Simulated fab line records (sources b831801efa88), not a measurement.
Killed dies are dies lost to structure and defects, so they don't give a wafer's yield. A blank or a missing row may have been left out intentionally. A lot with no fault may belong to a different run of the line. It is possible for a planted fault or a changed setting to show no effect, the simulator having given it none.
Check of tool commonality + flow sky130 + 39 wafers sampled across 13 lots

== THE REASON FOR OPENING IT ==
SKY_NWELL_TW_MEAS_26, reading NWELL_2_TW: flagged on 1 of 13 lots. Fault-free wafers read 494, with a standard deviation of 9.5.
Rule: a lot is flagged when every wafer of it that has a number lies more than 4 standard deviations from that mean, or none has a number. The rest of the lots are taken to be sound.

| lot  | measured     | on           | NWELL_2_TW, wafer by wafer | flag    |
|------|--------------|--------------|----------------------------|---------|
| L726 | day 5 09:34  | filmMetro-01 | 485 486 484                |         |
| L727 | day 5 15:35  | filmMetro-02 | 487 487 487                |         |
| L728 | day 5 22:45  | filmMetro-04 | 503 504 504                |         |
| L729 | day 6 07:09  | filmMetro-02 | 482 481 484                |         |
| L731 | day 6 14:14  | filmMetro-01 | 485 486 486                |         |
| L730 | day 6 14:56  | filmMetro-04 | 507 505 508                |         |
| L735 | day 7 21:07  | filmMetro-04 | 505 507 508                |         |
| L737 | day 8 08:28  | filmMetro-02 | 484 486 483                |         |
| L738 | day 8 10:40  | filmMetro-04 | 31 30 30                   | FLAGGED |
| L741 | day 9 05:11  | filmMetro-02 | 483 481 482                |         |
| L747 | day 10 17:40 | filmMetro-01 | 488 490 490                |         |
| L748 | day 10 20:25 | filmMetro-01 | 488 488 490                |         |
| L749 | day 11 01:49 | filmMetro-04 | 507 505 503                |         |
Average over the flagged lots: 30; offset from the usual -464, equal to -49 standard deviations.

== WHICH TOOL RAN EACH LOT ==
2 process steps preceding the reading are held in the record, out of 708 steps in the route. Each cell gives the tool, then ch followed by the chambers the sampled wafers passed through, then the start.
| lot  | flag    | SKY_NWELL_STRIP_14                  | SKY_NWELL_STRIP_25                  |
|------|---------|-------------------------------------|-------------------------------------|
| L726 |         | plasmaAsher-01 ch 0,1, day 4 15:46  | plasmaAsher-02 ch 0,1, day 5 09:28  |
| L727 |         | plasmaAsher-02 ch 0,1, day 4 20:59  | plasmaAsher-03 ch 0,1, day 5 15:28  |
| L728 |         | plasmaAsher-01 ch 1, day 5 04:13    | plasmaAsher-01 ch 0,1, day 5 22:38  |
| L729 |         | plasmaAsher-01 ch 1, day 5 11:49    | plasmaAsher-03 ch 0,1, day 6 07:02  |
| L731 |         | plasmaAsher-02 ch 0,1, day 5 19:05  | plasmaAsher-03 ch 0,1, day 6 14:07  |
| L730 |         | plasmaAsher-01 ch 0,1, day 5 19:26  | plasmaAsher-01 ch 0,1, day 6 14:49  |
| L735 |         | plasmaAsher-02 ch 0,1, day 7 00:34  | plasmaAsher-02 ch 0,1, day 7 21:01  |
| L737 |         | plasmaAsher-01 ch 0,1, day 7 11:14  | plasmaAsher-01 ch 0,1, day 8 08:22  |
| L738 | FLAGGED | plasmaAsher-02 ch 0,1, day 7 13:31  | plasmaAsher-02 ch 0,1, day 8 10:34  |
| L741 |         | plasmaAsher-03 ch 0,1, day 8 08:32  | plasmaAsher-02 ch 0,1, day 9 05:04  |
| L747 |         | plasmaAsher-02 ch 1, day 9 19:25    | plasmaAsher-03 ch 0,1, day 10 17:34 |
| L748 |         | plasmaAsher-03 ch 0,1, day 9 22:46  | plasmaAsher-01 ch 0,1, day 10 20:19 |
| L749 |         | plasmaAsher-03 ch 0,1, day 10 02:31 | plasmaAsher-02 ch 0,1, day 11 01:43 |
What these steps do:
- SKY_NWELL_STRIP_14: strips in O2/N2.
- SKY_NWELL_STRIP_25: strips in O2/N2.
- SKY_NWELL_TW_MEAS_26

== FLAGGED OVER TOTAL, TOOL BY TOOL (the gauges that took the reading come last) ==
| step                 | tool           | lots run | flagged | share of the flagged lots | sound lots run after its first flagged lot |
|----------------------|----------------|----------|---------|---------------------------|--------------------------------------------|
| SKY_NWELL_STRIP_14   | plasmaAsher-01 | 5        | 0       | none                      | -                                          |
| SKY_NWELL_STRIP_14   | plasmaAsher-02 | 5        | 1       | all                       | 1 (L747)                                   |
| SKY_NWELL_STRIP_14   | plasmaAsher-03 | 3        | 0       | none                      | -                                          |
| SKY_NWELL_STRIP_25   | plasmaAsher-01 | 4        | 0       | none                      | -                                          |
| SKY_NWELL_STRIP_25   | plasmaAsher-02 | 5        | 1       | all                       | 2 (L741,L749)                              |
| SKY_NWELL_STRIP_25   | plasmaAsher-03 | 4        | 0       | none                      | -                                          |
| SKY_NWELL_TW_MEAS_26 | filmMetro-01   | 4        | 0       | none                      | -                                          |
| SKY_NWELL_TW_MEAS_26 | filmMetro-02   | 4        | 0       | none                      | -                                          |
| SKY_NWELL_TW_MEAS_26 | filmMetro-04   | 5        | 1       | all                       | 1 (L749)                                   |

== WHAT IS ALLOWED BY THE TABLE ==
plasmaAsher-02 at SKY_NWELL_STRIP_14, plasmaAsher-02 at SKY_NWELL_STRIP_25 and filmMetro-04 at SKY_NWELL_TW_MEAS_26: these 3 rows of the table ran every flagged lot.
- plasmaAsher-02 at SKY_NWELL_STRIP_14: 1 of its 5 lots flagged. After the first flagged lot (L747), sound lots still ran on it; a lasting fault on the whole tool would not permit that. Its own readings lie more than 4 standard deviations out on every wafer of the flagged lots: oesProductAu.
- plasmaAsher-02 at SKY_NWELL_STRIP_25: 1 of its 5 lots flagged. After the first flagged lot (L741, L749), sound lots still ran on it; a lasting fault on the whole tool would not permit that. Its own readings lie more than 4 standard deviations out on every wafer of the flagged lots: stripTimeToEndpointS.
- filmMetro-04 at SKY_NWELL_TW_MEAS_26: 1 of its 5 lots flagged. After the first flagged lot (L749), sound lots still ran on it; a lasting fault on the whole tool would not permit that.
There is no row in the table that ran each flagged lot and no sound lot after the first.

== WHAT THE SIMULATOR HAD INSERTED ==
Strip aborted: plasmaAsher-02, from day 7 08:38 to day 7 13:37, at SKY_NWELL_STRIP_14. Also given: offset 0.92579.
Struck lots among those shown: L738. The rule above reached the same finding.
